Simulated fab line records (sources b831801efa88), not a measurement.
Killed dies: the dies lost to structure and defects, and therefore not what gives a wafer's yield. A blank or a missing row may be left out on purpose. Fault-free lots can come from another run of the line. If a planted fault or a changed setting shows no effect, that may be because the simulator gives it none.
fab line records	flow sky130	part 1 of 2: steps 1 to 29 of 40
record: lots: 5	wafers: 15	last-day: 50
route steps=708 shown GATE_OXIDE@202 POLY_GATE@204 RES_PROTECT@206 LDD_N@237
lots untouched by any fault: they come from a run of this same line in which no faults occurred
start-h: hours from the record's opening day to when the first of the lot's shown wafers began	wait-h: hours from the lot's prior step to this one	" unchanged from the row above	L1.1+2: one row covering several wafers at once	- no value, or no start was given	* or withheld: withheld	< > ~ a bound
route shown NAME@n: NAME is a module with steps in the file, n the number in the route of the first one	usual: average and standard deviation across the fault-free wafers	same: alike in all rows	chamber/n: place in a boat	sites: the reading at each site	_std_site: the standard deviation of these	_edge_site: the outer-site mean with the inner-site mean subtracted	radius-mm: for every site, how far away it sits from the centre of the wafer	mask NAME#n: copy n	behind: the tool/chamber that last shaped the wafer	hold: why the lot went on hold/how many hours it stayed there/how the hold came to an end	device: the n, p or np transistor that did not switch	end of line: the route-end tests of the same wafers	a step without rows: its recipe alone	killed: dies lost to structure and defects at the first sort, not the wafer's yield	map: a wafer's dies, x killed, . not, _ none there
set.NAME: setting as actually run; set.NAME@STEP: the setting as run at that earlier step	model.NAME: the simulator's own value behind a step, which no gauge read
lots seen at some steps along the route; tables by step, rows by wafer
services: a tool's chamber out of use, with start hour (start-h, from the record's first day; less than 0 if before it), hours out, and reason
== steps ==
step: SKY_GATE_OXIDE_CLEAN_15
recipe: chemistry: SC1/SC2	mix: 1:4:20	temp-c: 70	time-s: 150	dry: n2-spin
lot.wafer	tool	chamber	start-h	wait-h
L075.2+3+4	wet-bench-03	2	330.12	0.0
L084.2+5+6	wet-bench-03	3	396.12	0.0
L088.2+3+5	wet-bench-03	3	431.17	0.0
L092.2+4+5	wet-bench-02	2	458.72	0.0
L094.2+4+6	wet-bench-03	1	494.28	0.0
step: SKY_GATE_OXIDE_OXIDATION_16
recipe: temp-c: 800	ambient: O2	idle-temp-c: 700	ramp-up-c-per-min: 10	ramp-down-c-per-min: 3	stabilise-s: 600	purge-s: 300	target-thk-a: 35.7	ox-time-s: 1915
usual: spike-tc-centre-C: 800.3/1.3	tube_center_temp_C_max: 802.1/0.37	zone-power-centre-pct: 14.91/0.14
lot.wafer	tool	chamber	start-h	wait-h	spike-tc-centre-C	tube_center_temp_C_max	zone-power-centre-pct
L075.2	furnace-01	0	330.55	0.4	799.5	802.5	14.83
L075.3	"	0	"	"	803.4	803.3	14.89
L075.4	"	0	"	"	800.2	802.0	15.07
L084.2	furnace-02	0	397.09	0.9	800.4	802.3	15.05
L084.5	"	0	"	"	800.2	802.2	14.94
L084.6	"	0	"	"	800.2	801.7	14.85
L088.2	furnace-02	0	431.63	0.4	799.5	801.9	14.97
L088.3	"	0	"	"	800.3	802.3	15.03
L088.5	"	0	"	"	799.8	801.6	14.89
L092.2	furnace-02	0	459.40	0.6	798.6	801.7	15.05
L092.4	"	0	"	"	798.8	802.1	14.93
L092.5	"	0	"	"	799.2	801.9	15.01
L094.2	furnace-02	0	494.33	0.0	799.1	802.3	14.78
L094.4	"	0	"	"	801.1	803.2	14.60
L094.6	"	0	"	"	798.4	802.0	14.69
step: SKY_POLY_GATE_CVD_00
recipe: material: poly-Si	target-thk-nm: 180	temp-c: 620	time-s: 720	pressure-mtorr: 200
usual: spike-tc-centre-C: 620.2/1.2	zone-power-centre-pct: 9.7/1.3
lot.wafer	tool	chamber	start-h	wait-h	spike-tc-centre-C	zone-power-centre-pct
L075.2	lpcvd-01	1	332.08	0.0	619.1	10.8
L075.3	"	1	"	"	619.5	10.7
L075.4	"	1	"	"	617.6	11.0
L084.2	lpcvd-01	0	398.62	0.0	621.5	8.4
L084.5	"	0	"	"	620.4	8.4
L084.6	"	0	"	"	619.8	8.3
L088.2	lpcvd-01	1	433.16	0.0	619.6	11.0
L088.3	"	1	"	"	619.9	10.9
L088.5	"	1	"	"	620.3	10.8
L092.2	lpcvd-01	0	463.88	2.9	621.6	8.3
L092.4	"	0	"	"	620.8	8.4
L092.5	"	0	"	"	619.0	8.5
L094.2	lpcvd-01	0	495.86	0.0	622.7	8.4
L094.4	"	0	"	"	620.3	8.3
L094.6	"	0	"	"	621.3	8.4
step: SKY_POLY_GATE_THK_MEAS_01
recipe: reads: poly-Si_of_POLY_GATE_CVD_00
usual: POLY_GATE_CVD_00_THK: 179.7/1.5
lot.wafer	tool	chamber	start-h	wait-h	POLY_GATE_CVD_00_THK[nm]
L075.2	film-metro-03	-	333.29	0.0	176.5
L075.3	"	-	"	"	177.2
L075.4	"	-	"	"	176.6
L084.2	film-metro-02	-	399.83	0.0	180.3
L084.5	"	-	"	"	181.5
L084.6	"	-	"	"	180.0
L088.2	film-metro-02	-	434.37	0.0	180.7
L088.3	"	-	"	"	180.9
L088.5	"	-	"	"	179.5
L092.2	film-metro-02	-	465.09	0.0	179.0
L092.4	"	-	"	"	180.0
L092.5	"	-	"	"	178.1
L094.2	film-metro-02	-	497.07	0.0	180.6
L094.4	"	-	"	"	180.3
L094.6	"	-	"	"	180.0
step: SKY_RES_PROTECT_DEHYDRATE_00
recipe: temp-c: 200	time-s: 60
lot.wafer	tool	chamber	start-h	wait-h
L075.2+3+4	litho-track-04	0	346.75	13.4
L084.2+5+6	litho-track-03	0	413.50	13.7
L088.2+3+5	litho-track-01	0	450.16	15.8
L092.2+4+5	litho-track-01	0	479.51	14.4
L094.2+4+6	litho-track-01	0	511.81	14.7
step: SKY_RES_PROTECT_HMDS_01
recipe: prime-time-s: 60	prime-temp-c: 120
usual: prime-temp-c: 119.99/0.14
lot.wafer	tool	chamber	start-h	wait-h	prime-temp-c
L075.2	litho-track-04	0	346.90	0.1	119.96
L075.3	"	0	"	"	120.13
L075.4	"	0	"	"	120.16
L084.2	litho-track-03	0	413.65	0.1	120.40
L084.5	"	0	"	"	120.22
L084.6	"	0	"	"	120.08
L088.2	litho-track-01	0	450.31	0.1	119.93
L088.3	"	0	"	"	119.84
L088.5	"	0	"	"	120.07
L092.2	litho-track-01	0	479.66	0.1	120.20
L092.4	"	0	"	"	120.00
L092.5	"	0	"	"	120.11
L094.2	litho-track-01	0	511.96	0.1	119.85
L094.4	"	0	"	"	119.97
L094.6	"	0	"	"	120.05
step: SKY_RES_PROTECT_COAT_02
recipe: resist: NOVOLAK	spin-rpm: 3000	resist-thk-nm: 1140
lot.wafer	tool	chamber	start-h	wait-h
L075.2+3+4	litho-track-04	0	347.05	0.1
L084.2+5+6	litho-track-03	0	413.80	0.1
L088.2+3+5	litho-track-01	0	450.46	0.1
L092.2+4+5	litho-track-01	0	479.81	0.1
L094.2+4+6	litho-track-01	0	512.11	0.1
step: SKY_RES_PROTECT_SOFTBAKE_03
recipe: temp-c: 90	time-s: 60	resist: NOVOLAK
lot.wafer	tool	chamber	start-h	wait-h
L075.2+3+4	litho-track-04	0	347.20	0.1
L084.2+5+6	litho-track-03	0	413.95	0.1
L088.2+3+5	litho-track-01	0	450.61	0.1
L092.2+4+5	litho-track-01	0	479.96	0.1
L094.2+4+6	litho-track-01	0	512.26	0.1
step: SKY_RES_PROTECT_EXPOSE_04
recipe: mask-id: RPM	na: 0.6	source-shape: conventional	sigma-outer: 0.6	polarization: unpolarized	target-cd-nm: 1270	dose-mj: 131
lot.wafer	tool	chamber	start-h	wait-h	mask
L075.2+3+4	iline-stepper-01	0	-	-	RPM#0
L084.2+5+6	iline-stepper-02	0	-	-	RPM#0
L088.2+3+5	iline-stepper-01	0	-	-	RPM#0
L092.2+4+5	iline-stepper-02	0	-	-	RPM#0
L094.2+4+6	iline-stepper-02	0	-	-	RPM#0
step: SKY_RES_PROTECT_PEB_05
recipe: temp-c: withheld	time-s: *	resist: NOVOLAK
lot.wafer	tool	chamber	start-h	wait-h
L075.2+3+4	litho-track-03	0	-	-
L084.2+5+6	litho-track-03	0	-	-
L088.2+3+5	litho-track-04	0	-	-
L092.2+4+5	litho-track-04	0	-	-
L094.2+4+6	litho-track-01	0	-	-
step: SKY_RES_PROTECT_DEVELOP_06
recipe: resist: NOVOLAK	developer: TMAH	develop-time-s: 60	dev-temp-c: 23
lot.wafer	tool	chamber	start-h	wait-h
L075.2+3+4	litho-track-03	0	360.25	0.1
L084.2+5+6	litho-track-03	0	429.00	0.1
L088.2+3+5	litho-track-04	0	465.50	0.1
L092.2+4+5	litho-track-04	0	495.20	0.1
L094.2+4+6	litho-track-01	0	526.91	0.1
step: SKY_POLY_GATE_IMPLANT_02
recipe: species: P	energy-kev: 30	dose-cm2: 7.7e+15	tilt-deg: 0
usual: faraday-current-uA: 11734/400
lot.wafer	tool	chamber	start-h	wait-h	faraday-current-uA
L075.2	implanter-04	0	360.40	0.1	11283
L075.3	"	0	"	"	11234
L075.4	"	0	"	"	11844
L084.2	implanter-04	0	429.15	0.1	11261
L084.5	"	0	"	"	11745
L084.6	"	0	"	"	12014
L088.2	implanter-03	0	465.65	0.1	11733
L088.3	"	0	"	"	12000
L088.5	"	0	"	"	12428
L092.2	implanter-03	0	495.35	0.1	12049
L092.4	"	0	"	"	12136
L092.5	"	0	"	"	11943
L094.2	implanter-02	0	527.06	0.1	11314
L094.4	"	0	"	"	11222
L094.6	"	0	"	"	11593
step: SKY_RES_PROTECT_STRIP_07
recipe: chemistry: O2/N2	power-w: 1400	pressure-mtorr: 1500	platen-temp-c: withheld	o2-flow-sccm: 3000	n2-flow-sccm: 300	overash-fraction: 0.5
usual: drypump-motor-current-A: 5.7/0.44	oes-product-au: 0.517/0.0043	strip-time-to-endpoint-s: 23.30/0.042
lot.wafer	tool	chamber	start-h	wait-h	drypump-motor-current-A	oes-product-au	rf-hours-counter-h	strip-time-to-endpoint-s
L075.2	plasma-asher-02	1	360.53	0.1	5.3	0.519	21	23.34
L075.3	"	0	"	"	5.9	0.519	-	23.31
L075.4	"	1	"	"	5.3	0.506	-	23.36
L084.2	plasma-asher-04	0	429.28	0.1	5.8	0.511	78	23.32
L084.5	"	0	"	"	5.8	0.521	-	23.36
L084.6	"	1	"	"	5.1	0.517	-	23.29
L088.2	plasma-asher-02	0	465.77	0.1	5.9	0.520	30	23.21
L088.3	"	0	"	"	5.9	0.521	-	23.27
L088.5	"	1	"	"	5.3	0.520	-	23.24
L092.2	plasma-asher-02	1	495.47	0.1	5.4	0.515	33	23.36
L092.4	"	1	"	"	5.3	0.523	-	23.34
L092.5	"	0	"	"	5.9	0.519	-	23.33
L094.2	plasma-asher-04	1	527.18	0.1	5.1	0.520	88	23.31
L094.4	"	0	"	"	5.7	0.520	-	23.31
L094.6	"	0	"	"	5.7	0.518	-	23.33
step: SKY_RES_PROTECT_TW_MEAS_08
usual: POLY_GATE_TW: 4029/41
lot.wafer	tool	chamber	start-h	wait-h	POLY_GATE_TW
L075.2	film-metro-03	-	360.64	0.1	4068
L075.3	"	-	"	"	4066
L075.4	"	-	"	"	4068
L084.2	film-metro-01	-	429.39	0.1	4032
L084.5	"	-	"	"	4023
L084.6	"	-	"	"	4043
L088.2	film-metro-04	-	465.88	0.1	4018
L088.3	"	-	"	"	4000
L088.5	"	-	"	"	3990
L092.2	film-metro-03	-	495.58	0.1	4028
L092.4	"	-	"	"	4056
L092.5	"	-	"	"	4040
L094.2	film-metro-04	-	527.29	0.1	3983
L094.4	"	-	"	"	3985
L094.6	"	-	"	"	4002
step: SKY_RES_PROTECT_CLEAN_09
recipe: chemistry: SC1/SC2	mix: 1:4:20	temp-c: 70	time-s: 150	dry: n2-spin
lot.wafer	tool	chamber	start-h	wait-h
L075.2+3+4	wet-bench-01	3	360.69	0.0
L084.2+5+6	wet-bench-04	0	429.44	0.0
L088.2+3+5	wet-bench-04	0	465.93	0.0
L092.2+4+5	wet-bench-01	2	495.63	0.0
L094.2+4+6	wet-bench-04	2	527.34	0.0
step: SKY_POLY_GATE_CVD_03
recipe: material: Si3N4	precursor: DCS/NH3	target-thk-nm: 75	temp-c: 770	time-s: 1290	pressure-mtorr: 250
usual: spike-tc-centre-C: 771.2/1.1	zone-power-centre-pct: 12.9/0.31
lot.wafer	tool	chamber	start-h	wait-h	spike-tc-centre-C	zone-power-centre-pct
L075.2	lpcvd-02	0	361.65	0.9	773.8	13.2
L075.3	"	0	"	"	771.1	13.4
L075.4	"	0	"	"	771.1	13.2
L084.2	lpcvd-02	0	431.12	1.6	771.2	13.1
L084.5	"	0	"	"	771.9	13.3
L084.6	"	0	"	"	771.1	13.3
L088.2	lpcvd-02	0	466.18	0.2	771.1	13.1
L088.3	"	0	"	"	770.9	13.4
L088.5	"	0	"	"	771.2	13.2
L092.2	lpcvd-02	1	495.68	0.0	771.7	12.7
L092.4	"	1	"	"	771.9	12.5
L092.5	"	1	"	"	770.3	12.9
L094.2	lpcvd-02	1	527.39	0.0	770.8	12.7
L094.4	"	1	"	"	770.6	12.7
L094.6	"	1	"	"	769.4	12.9
step: SKY_POLY_GATE_THK_MEAS_04
recipe: reads: Si3N4_of_POLY_GATE_CVD_03
usual: POLY_GATE_CVD_03_THK: 75.0/0.76
lot.wafer	tool	chamber	start-h	wait-h	POLY_GATE_CVD_03_THK[nm]
L075.2	film-metro-02	-	363.02	0.0	75.9
L075.3	"	-	"	"	75.0
L075.4	"	-	"	"	75.1
L084.2	film-metro-01	-	432.49	0.0	74.2
L084.5	"	-	"	"	74.7
L084.6	"	-	"	"	74.4
L088.2	film-metro-03	-	467.55	0.0	76.1
L088.3	"	-	"	"	75.4
L088.5	"	-	"	"	75.9
L092.2	film-metro-01	-	497.05	0.0	74.7
L092.4	"	-	"	"	74.6
L092.5	"	-	"	"	75.0
L094.2	film-metro-03	-	528.76	0.0	75.0
L094.4	"	-	"	"	75.2
L094.6	"	-	"	"	75.9
step: SKY_POLY_GATE_DEHYDRATE_05
recipe: temp-c: 200	time-s: 60
lot.wafer	tool	chamber	start-h	wait-h
L075.2+3+4	litho-track-04	0	376.65	13.6
L084.2+5+6	litho-track-02	0	447.53	15.0
L088.2+3+5	litho-track-04	0	482.60	15.0
L092.2+4+5	litho-track-04	0	511.70	14.6
L094.2+4+6	litho-track-02	0	543.48	14.7
step: SKY_POLY_GATE_HMDS_06
recipe: prime-time-s: 60	prime-temp-c: 120
usual: prime-temp-c: 120.00/0.15
lot.wafer	tool	chamber	start-h	wait-h	prime-temp-c
L075.2	litho-track-04	0	376.80	0.1	120.03
L075.3	"	0	"	"	120.09
L075.4	"	0	"	"	120.12
L084.2	litho-track-02	0	447.68	0.1	120.09
L084.5	"	0	"	"	119.94
L084.6	"	0	"	"	119.77
L088.2	litho-track-04	0	482.75	0.1	119.70
L088.3	"	0	"	"	119.92
L088.5	"	0	"	"	119.95
L092.2	litho-track-04	0	511.85	0.1	120.17
L092.4	"	0	"	"	120.11
L092.5	"	0	"	"	120.12
L094.2	litho-track-02	0	543.63	0.1	119.76
L094.4	"	0	"	"	119.98
L094.6	"	0	"	"	120.13
step: SKY_POLY_GATE_COAT_07
recipe: resist: BARC	temp-c: withheld	time-s: withheld	spin-rpm: 3000	resist-thk-nm: 110
lot.wafer	tool	chamber	start-h	wait-h
L075.2+3+4	litho-track-04	0	376.95	0.1
L084.2+5+6	litho-track-02	0	447.83	0.1
L088.2+3+5	litho-track-04	0	482.90	0.1
L092.2+4+5	litho-track-04	0	512.00	0.1
L094.2+4+6	litho-track-02	0	543.78	0.1
step: SKY_POLY_GATE_COAT_08
recipe: resist: KrF-thick	spin-rpm: 3000	resist-thk-nm: 450
lot.wafer	tool	chamber	start-h	wait-h
L075.2+3+4	litho-track-04	0	-	-
L084.2+5+6	litho-track-02	0	-	-
L088.2+3+5	litho-track-04	0	-	-
L092.2+4+5	litho-track-04	0	-	-
L094.2+4+6	litho-track-02	0	-	-
step: SKY_POLY_GATE_SOFTBAKE_09
recipe: temp-c: 100	time-s: 90	resist: KrF-thick
lot.wafer	tool	chamber	start-h	wait-h
L075.2+3+4	litho-track-04	0	-	-
L084.2+5+6	litho-track-02	0	-	-
L088.2+3+5	litho-track-04	0	-	-
L092.2+4+5	litho-track-04	0	-	-
L094.2+4+6	litho-track-02	0	-	-
step: SKY_POLY_GATE_EXPOSE_10
recipe: mask-id: P1M	na: 0.68	source-shape: conventional	sigma-outer: 0.6	target-cd-nm: 150	dose-mj: 28
lot.wafer	tool	chamber	start-h	wait-h	mask
L075.2+3+4	krf-scanner-01	0	-	-	P1M#0
L084.2+5+6	krf-scanner-01	0	-	-	P1M#0
L088.2+3+5	krf-scanner-02	0	-	-	P1M#0
L092.2+4+5	krf-scanner-02	0	-	-	P1M#0
L094.2+4+6	krf-scanner-02	0	-	-	P1M#0
step: SKY_POLY_GATE_PEB_11
recipe: peb-temp-c: withheld	peb-time-s: withheld	resist: KrF-thick
lot.wafer	tool	chamber	start-h	wait-h
L075.2+3+4	litho-track-02	0	-	-
L084.2+5+6	litho-track-02	0	-	-
L088.2+3+5	litho-track-04	0	-	-
L092.2+4+5	litho-track-04	0	-	-
L094.2+4+6	litho-track-02	0	-	-
step: SKY_POLY_GATE_DEVELOP_12
recipe: develop-time-s: 60	resist: KrF-thick	dev-temp-c: 21
lot.wafer	tool	chamber	start-h	wait-h
L075.2+3+4	litho-track-02	0	-	-
L084.2+5+6	litho-track-02	0	-	-
L088.2+3+5	litho-track-04	0	-	-
L092.2+4+5	litho-track-04	0	-	-
L094.2+4+6	litho-track-02	0	-	-
step: SKY_POLY_GATE_CD_MEAS_13
recipe: target-cd-nm: 150
usual: cd-nm: 149.9/1.4
lot.wafer	tool	chamber	start-h	wait-h	cd-nm
L075.2	cd-sem-02	-	391.88	-	150.7
L075.3	"	-	"	"	151.1
L075.4	"	-	"	"	151.9
L084.2	cd-sem-02	-	463.17	-	150.7
L084.5	"	-	"	"	150.6
L084.6	"	-	"	"	150.4
L088.2	cd-sem-01	-	498.74	-	148.3
L088.3	"	-	"	"	149.2
L088.5	"	-	"	"	147.8
L092.2	cd-sem-01	-	527.04	-	151.3
L092.4	"	-	"	"	150.8
L092.5	"	-	"	"	152.1
L094.2	cd-sem-01	-	558.92	-	151.1
L094.4	"	-	"	"	150.9
L094.6	"	-	"	"	151.4
step: SKY_POLY_GATE_OVL_MEAS_14
usual: POLY_GATE_OVL: -2/4.7
lot.wafer	tool	chamber	start-h	wait-h	POLY_GATE_OVL[nm]
L075.2	overlay-02	-	391.98	0.1	2
L075.3	"	-	"	"	-8
L075.4	"	-	"	"	-9
L084.2	overlay-01	-	463.28	0.1	-5
L084.5	"	-	"	"	-5
L084.6	"	-	"	"	-1
L088.2	overlay-01	-	498.85	0.1	-3
L088.3	"	-	"	"	2
L088.5	"	-	"	"	-3
L092.2	overlay-01	-	527.15	0.1	-12
L092.4	"	-	"	"	-18
L092.5	"	-	"	"	-5
L094.2	overlay-01	-	559.03	0.1	-2
L094.4	"	-	"	"	3
L094.6	"	-	"	"	2
step: SKY_POLY_GATE_ETCH_15
recipe: chemistry: N2/H2	target: BARC	ion-energy-ev: 200	source-w: 500	bias-w: 100	pressure-mtorr: 30	n2-flow-sccm: 100	h2-flow-sccm: 200	stop-on: SiO2	time-s: 118.5	target-depth-a: 1100
usual: drypump-motor-current-A: 5.7/0.42	oes-product-au: 0.716/0.0051	rf-fwd-power-W: 497.6/1.6	throttle-valve-pct: 13.213/0.0096
lot.wafer	tool	chamber	start-h	wait-h	drypump-motor-current-A	oes-product-au	rf-fwd-power-W	rf-hours-counter-h	throttle-valve-pct
L075.2	rie-diel-03	2	392.01	0.0	5.7	0.717	499.1	1	13.207
L075.3	"	0	"	"	5.4	0.727	497.6	72	13.192
L075.4	"	1	"	"	6.1	0.725	494.8	2	13.224
L084.2	rie-diel-01	1	463.31	0.0	6.6	0.724	497.1	87	13.208
L084.5	"	2	"	"	5.7	0.713	496.6	-	13.218
L084.6	"	1	"	"	6.6	0.715	497.3	-	13.215
L088.2	rie-diel-01	3	498.88	0.0	6.0	0.714	499.2	92	13.204
L088.3	"	2	"	"	5.6	0.709	495.7	11	13.214
L088.5	"	1	"	"	6.6	0.712	498.2	-	13.202
L092.2	rie-diel-01	0	527.18	0.0	6.0	0.708	502.4	65	13.212
L092.4	"	3	"	"	6.0	0.718	499.0	-	13.217
L092.5	"	2	"	"	5.6	0.717	496.0	-	13.206
L094.2	rie-diel-03	0	559.06	0.0	5.4	0.716	496.7	75	13.218
L094.4	"	2	"	"	5.7	0.716	496.2	4	13.212
L094.6	"	3	"	"	4.9	0.712	498.6	-	13.204
step: SKY_POLY_GATE_ETCH_16
recipe: stop-on: poly-Si	chemistry: CH3F/O2	target: Si3N4	source-w: 400	bias-w: 80	pressure-mtorr: 25	ch3f-flow-sccm: 40	O2_flow_sccm: 30	time-s: 147.5	target-depth-a: 750
usual: drypump-motor-current-A: 5.7/0.42	oes-product-au: 0.640/0.0053	rf-fwd-power-W: 398.4/1.2	throttle-valve-pct: 10.535/0.0096
lot.wafer	tool	chamber	start-h	wait-h	drypump-motor-current-A	oes-product-au	rf-fwd-power-W	rf-hours-counter-h	throttle-valve-pct
L075.2	rie-diel-03	2	392.09	0.0	5.7	0.644	398.8	1	10.530
L075.3	"	0	"	"	5.4	0.648	399.2	72	10.531
L075.4	"	1	"	"	6.0	0.635	398.0	2	10.522
L084.2	rie-diel-01	1	463.39	0.0	6.6	0.639	397.3	87	10.542
L084.5	"	2	"	"	5.6	0.635	399.1	-	10.530
L084.6	"	1	"	"	6.6	0.636	396.9	-	10.534
L088.2	rie-diel-01	3	498.96	0.0	6.0	0.652	397.6	92	10.535
L088.3	"	2	"	"	5.6	0.646	399.1	11	10.532
L088.5	"	1	"	"	6.6	0.643	398.6	-	10.537
L092.2	rie-diel-01	0	527.26	0.0	6.0	0.643	398.7	65	10.522
L092.4	"	3	"	"	5.9	0.638	400.7	-	10.528
L092.5	"	2	"	"	5.6	0.644	397.3	-	10.533
L094.2	rie-diel-03	0	559.14	0.0	5.4	0.636	397.8	75	10.520
L094.4	"	2	"	"	5.7	0.636	397.7	4	10.528
L094.6	"	3	"	"	4.9	0.641	398.9	-	10.536
